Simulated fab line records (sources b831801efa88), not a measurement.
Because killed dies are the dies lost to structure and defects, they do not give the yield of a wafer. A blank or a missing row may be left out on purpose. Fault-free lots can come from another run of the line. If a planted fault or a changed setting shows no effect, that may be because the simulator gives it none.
What tool caused it? ; flow gf180mcu ; Sampling: 12 lots, 36 wafers, 6 of 602 route steps

## WHAT THE GAUGES READ, wafer by wafer
GF_V3_BOW_MEAS_05.
lot;measured;on;V3_BOW (um)
L401;day 22 02:00;film metro-04;121 124 123
L402;day 22 06:11;film metro-02;118 112 107
L405;day 23 08:23;film metro-01;115 129 120
L406;day 23 16:40;film metro-01;118 120 127
L407;day 24 10:58;film metro-04;117 112 117
L409;day 25 00:04;film metro-01;107 108 116
L412;day 25 17:41;film metro-04;120 124 126
L414;day 26 11:29;film metro-01;111 112 113
L420;day 28 05:28;film metro-04;135 114 117
L422;day 28 17:08;film metro-02;118 120 113
L421;day 28 21:15;film metro-04;107 112 115
L423;day 29 02:45;film metro-01;114 106 115

GF_V4_THK_MEAS_03.
lot;measured;on;V4_CVD_02_THK (nm)
L401;day 24 02:59;film metro-04;856 857 869
L402;day 24 06:25;film metro-04;850 840 863
L405;day 25 07:59;film metro-04;842 847 854
L406;day 25 15:20;film metro-04;850 857 872
L407;day 26 08:40;film metro-01;826 840 836
L409;day 26 20:37;film metro-03;863 850 860
L412;day 27 13:29;film metro-04;850 849 864
L414;day 28 09:17;film metro-01;834 847 854
L420;day 29 22:03;film metro-01;802 823 837
L422;day 30 09:40;film metro-01;854 865 868
L421;day 30 12:57;film metro-03;810 802 816
L423;day 30 18:17;film metro-01;860 867 855

GF_V4_BOW_MEAS_05.
lot;measured;on;V4_BOW (um)
L401;day 24 03:20;film metro-01;133 136 138
L402;day 24 06:46;film metro-03;143 137 133
L405;day 25 08:20;film metro-04;137 150 142
L406;day 25 15:41;film metro-04;136 138 147
L407;day 26 09:08;film metro-01;128 123 126
L409;day 26 20:59;film metro-01;124 126 133
L412;day 27 13:51;film metro-01;129 134 135
L414;day 28 09:40;film metro-04;129 132 133
L420;day 29 22:34;film metro-01;147 127 130
L422;day 30 10:01;film metro-04;142 144 137
L421;day 30 13:19;film metro-01;118 123 126
L423;day 30 18:39;film metro-04;133 125 134

## WHICH TOOL RAN EACH LOT (tool, then ch and the chambers of the sampled wafers, then the start)
lot;GF_V3_ETCH_17;GF_V4_CVD_02;GF_V4_CMP_04
L401;rie diel-01 ch 0,2, day 24 02:55 or earlier;pecvd-03 ch 0,1, day 24 02:55;cmp-01 ch 0,1,3, day 24 03:02
L402;rie diel-02 ch 0,1,2, day 24 06:20 or earlier;pecvd-03 ch 0,1, day 24 06:20;cmp-01 ch 0,1, day 24 06:28
L405;rie diel-01 ch 0,1,2, day 25 07:55 or earlier;pecvd-03 ch 0,1,2, day 25 07:55;cmp-01 ch 1,3, day 25 08:02
L406;rie diel-03 ch 0,3, day 25 15:16 or earlier;pecvd-04 ch 1,2, day 25 15:16;cmp-01 ch 1,2,3, day 25 15:32
L407;rie diel-01 ch 0,2, day 26 08:35 or earlier;pecvd-04 ch 0,2, day 26 08:35;cmp-01 ch 0,1,2, day 26 08:55
L409;rie diel-01 ch 0,3, day 26 20:32 or earlier;pecvd-03 ch 0,1,2, day 26 20:32;cmp-01 ch 0,1, day 26 20:40
L412;rie diel-03 ch 1,2, day 27 13:25 or earlier;pecvd-01 ch 0,1, day 27 13:25;cmp-01 ch 0,3, day 27 13:36
L414;rie diel-03 ch 0,2,3, day 28 09:10 or earlier;pecvd-03 ch 0,1, day 28 09:10;cmp-01 ch 0,2, day 28 09:23
L420;rie diel-03 ch 0,1,2, day 29 21:58 or earlier;pecvd-03 ch 0,1,2, day 29 21:58;cmp-01 ch 0,1,2, day 29 22:20
L422;rie diel-02 ch 0,3, day 30 09:35 or earlier;pecvd-01 ch 0,2, day 30 09:35;cmp-01 ch 0,1,3, day 30 09:46
L421;rie diel-03 ch 0,1, day 30 12:52 or earlier;pecvd-03 ch 0,1, day 30 12:52;cmp-01 ch 1,2,3, day 30 13:06
L423;rie diel-03 ch 0,3, day 30 18:13 or earlier;pecvd-01 ch 0,2, day 30 18:13;cmp-02 ch 2,3, day 30 18:24
- GF_V3_ETCH_17: etches SiO2 in C4F8/O2/Ar, stops on TiN, target depth 635 nm.
- GF_V4_CVD_02: deposits SiO2 from TEOS, target thk 850 nm, time 94.851 s.
- GF_V4_CMP_04: polishes SiO2.

## WHAT THE TOOLS THEMSELVES READ (means of the sampled wafers that have a number; where no wafer has one, the mark that the record gives instead)
GF_V3_ETCH_17.
lot;tool;chamber pressure mTorr (mTorr);oes product au (a.u.)
L401;rie diel-01;40.02;0.858
L402;rie diel-02;40.01;0.856
L405;rie diel-01;40.03;0.852
L406;rie diel-03;39.97;0.854
L407;rie diel-01;39.98;0.857
L409;rie diel-01;40.01;0.854
L412;rie diel-03;39.96;0.856
L414;rie diel-03;40.02;0.857
L420;rie diel-03;40.01;0.855
L422;rie diel-02;39.99;0.859
L421;rie diel-03;39.99;0.852
L423;rie diel-03;40.01;0.861

GF_V4_CVD_02.
lot;tool;heater power w (W);rf fwd power W (W)
L401;pecvd-03;637;596.0
L402;pecvd-03;594;597.0
L405;pecvd-03;639;597.5
L406;pecvd-04;618;597.7
L407;pecvd-04;659;595.9
L409;pecvd-03;660;598.1
L412;pecvd-01;681;597.8
L414;pecvd-03;599;599.1
L420;pecvd-03;682;500.3
L422;pecvd-01;723;598.5
L421;pecvd-03;681;500.9
L423;pecvd-01;756;599.3

GF_V4_CMP_04.
lot;tool;motor current A (A);time to endpoint s (s)
L401;cmp-01;11.8;81
L402;cmp-01;12.3;82
L405;cmp-01;12.4;74
L406;cmp-01;11.8;75
L407;cmp-01;11.9;71
L409;cmp-01;11.7;82
L412;cmp-01;11.3;79
L414;cmp-01;11.7;71
L420;cmp-01;11.8;64
L422;cmp-01;11.7;84
L421;cmp-01;11.9;57
L423;cmp-02;11.6;82

## THE ANSWER, worked out from the rows above alone
Rule: the usual values come from the lots themselves. The widest of any qualifying gaps counts: lots, ordered by their means at a reading, are off when they make up no more than a third of the lots, leave a main group of 4 or more, and stand apart from it by 3 or more times the standard deviation of that group's means. If all means in a main group match to the digits the tables above print for the reading, that group is not used. A lot without any number at a reading at which 4 lots or more have one is off too. All remaining lots with rows at the step are treated as sound. Order of review: gauges by route order, followed by the tools' own readings, for which a lot's mean as printed above is used. The first step at which some lot is off is used, and at that step the reading that is off furthest; a lot without a number counts as furthest.
Off: L420, L421, at GF_V4_CVD_02 (rf fwd power W). Mean 597.7 W and standard deviation 1.1 in the main group.
If a tool, at that step or one of the process steps before it, ran each lot that is off and ran no sound lot following the first of them, it fits. GF_V3_ETCH_17 gives no start for some lots, so the hours and the order of its lots are those of GF_V4_CVD_02. One fits: GF_V4_CVD_02 on pecvd-03. Its last sound lot is L414 (day 28 09:10), its first lot that is off L420 (day 29 21:58): a fault that began between those two fits.
On the lots that are off, the tool's own readings at GF_V4_CVD_02 differ by more than 5 times the standard deviation of the sound lots' means, which bears it out; rf fwd power W reads 500.6 W there versus 597.7 W on the sound lots.

## WHAT THE SIMULATOR PUT IN
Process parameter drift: pecvd-03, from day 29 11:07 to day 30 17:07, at GF_V4_CVD_02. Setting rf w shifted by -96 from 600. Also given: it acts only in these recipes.
Lots struck among those shown: L420, L421. This agrees with what the rule above found.
